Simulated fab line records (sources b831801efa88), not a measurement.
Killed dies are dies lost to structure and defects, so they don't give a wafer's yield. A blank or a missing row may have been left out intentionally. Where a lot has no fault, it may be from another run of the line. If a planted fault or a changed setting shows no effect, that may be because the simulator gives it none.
The tool behind it: which one?	flow gf180mcu	12 lots, 36 wafers sampled, at 3 steps of a route of 602

WHAT EACH GAUGE READ, for each wafer
GF_V5_THK_MEAS_01.
lot	measured	on	V5_CVD_00_THK (nm)
L110	day 26 02:36	film_metro-04	298 301 301
L111	day 26 12:22	film_metro-04	297 300 294
L116	day 28 03:59	film_metro-04	304 299 299
L118	day 29 01:34	film_metro-04	298 298 302
L123	day 30 11:54	film_metro-04	298 300 302
L124	day 30 15:08	film_metro-02	292 298 292
L125	day 30 23:38	film_metro-04	295 300 297
L127	day 31 06:53	film_metro-01	289 294 296
L129	day 31 19:53	film_metro-01	306 305 306
L130	day 32 02:19	film_metro-04	305 300 302
L132	day 32 14:07	film_metro-01	299 298 302
L133	day 32 17:12	film_metro-01	300 300 303

WHAT TOOL EACH LOT RAN ON (gives the tool, then ch and the chambers of the sampled wafers, and finally the start)
lot	GF_MIM_STRIP_20	GF_M5_ETCH_09
L110	plasma_asher-01 ch 0,1, day 25 04:11	rie_diel-02 ch 0,3, day 26 01:52
L111	plasma_asher-04 ch 0,1, day 25 14:44	rie_diel-02 ch 0,1,3, day 26 11:36
L116	plasma_asher-04 ch 0,1, day 27 06:37	rie_diel-02 ch 0,1,2, day 28 03:11
L118	plasma_asher-01 ch 0,1, day 28 05:11	rie_diel-04 ch 1,2, day 29 00:49
L123	plasma_asher-01 ch 0,1, day 29 16:14	rie_diel-03 ch 1,2, day 30 11:10
L124	plasma_asher-04 ch 0,1, day 29 19:44	rie_diel-03 ch 1,2,3, day 30 14:24
L125	plasma_asher-03 ch 0,1, day 30 04:25	rie_diel-02 ch 0,1,2, day 30 22:54
L127	plasma_asher-03 ch 0,1, day 30 12:02	rie_diel-04 ch 0,2,3, day 31 06:08
L129	plasma_asher-03 ch 0,1, day 31 01:25	rie_diel-04 ch 1,2,3, day 31 19:09
L130	plasma_asher-03 ch 0,1, day 31 08:17	rie_diel-03 ch 1,2,3, day 32 01:35
L132	plasma_asher-04 ch 0,1, day 31 19:58	rie_diel-03 ch 0,1,3, day 32 13:19
L133	plasma_asher-04 ch 0, day 31 23:44	rie_diel-03 ch 2,3, day 32 16:23
- GF_MIM_STRIP_20: strips in O2/N2.
- GF_M5_ETCH_09: etches Si3N4 in CF4/O2, target depth 52 nm, time 11.6 s.

WHAT THE TOOLS THEMSELVES READ (means of the sampled wafers that have a number; where no wafer has one, the mark that the record gives instead)
GF_MIM_STRIP_20.
lot	tool	drypump_motor_current_A (A)	heater_power_w (W)	o2_flow_sccm (sccm)	oes_product_au (a.u.)	strip_time_to_endpoint_s (s)
L110	plasma_asher-01	5.3	287	3007	0.691	11.23
L111	plasma_asher-04	5.1	326	3001	0.689	11.20
L116	plasma_asher-04	4.9	307	2996	0.688	11.19
L118	plasma_asher-01	5.3	292	3016	0.694	11.25
L123	plasma_asher-01	5.3	286	3004	0.692	11.21
L124	plasma_asher-04	5.1	332	2984	0.690	11.18
L125	plasma_asher-03	5.2	337	2990	0.687	11.15
L127	plasma_asher-03	5.2	332	3000	0.697	11.19
L129	plasma_asher-03	5.6	330	2992	0.697	11.28
L130	plasma_asher-03	5.6	336	2995	0.691	11.17
L132	plasma_asher-04	5.0	305	2995	0.689	11.19
L133	plasma_asher-04	4.7	283	3003	0.697	11.20

GF_M5_ETCH_09.
lot	tool	drypump_motor_current_A (A)	oes_product_au (a.u.)	throttle_valve_pct (%)
L110	rie_diel-02	5.8	1.008	5.975
L111	rie_diel-02	5.7	1.007	5.966
L116	rie_diel-02	5.5	1.008	5.966
L118	rie_diel-04	5.6	1.009	5.971
L123	rie_diel-03	5.5	0.992	5.971
L124	rie_diel-03	5.9	0.996	5.959
L125	rie_diel-02	5.5	1.010	5.973
L127	rie_diel-04	5.7	1.018	5.964
L129	rie_diel-04	5.5	1.012	5.975
L130	rie_diel-03	5.9	0.990	5.965
L132	rie_diel-03	6.3	1.001	5.973
L133	rie_diel-03	6.3	0.991	5.964

THE ANSWER, worked out from the rows above alone
Rule: usual is defined by the lots themselves. The widest of any qualifying gaps counts: lots, ordered by their means at a reading, are off when they make up no more than a third of the lots, leave a main group of 4 or more, and stand apart from it by 3 or more times the standard deviation of that group's means. Not used: any main group whose means are identical at the precision the tables above print for the reading. Also off: a lot with no number at a reading for which 4 or more lots have one. Any other lot the step has rows for is counted as sound. After the gauges, taken in route order, come the tools' own readings; for these a lot's mean is taken, as printed above. At the first step where some lot is off, the reading lying furthest off is the one used; lots without a number count as furthest.
No lot is off on any of the readings shown, so nothing can be concluded from this.

WHAT THE SIMULATOR PUT IN
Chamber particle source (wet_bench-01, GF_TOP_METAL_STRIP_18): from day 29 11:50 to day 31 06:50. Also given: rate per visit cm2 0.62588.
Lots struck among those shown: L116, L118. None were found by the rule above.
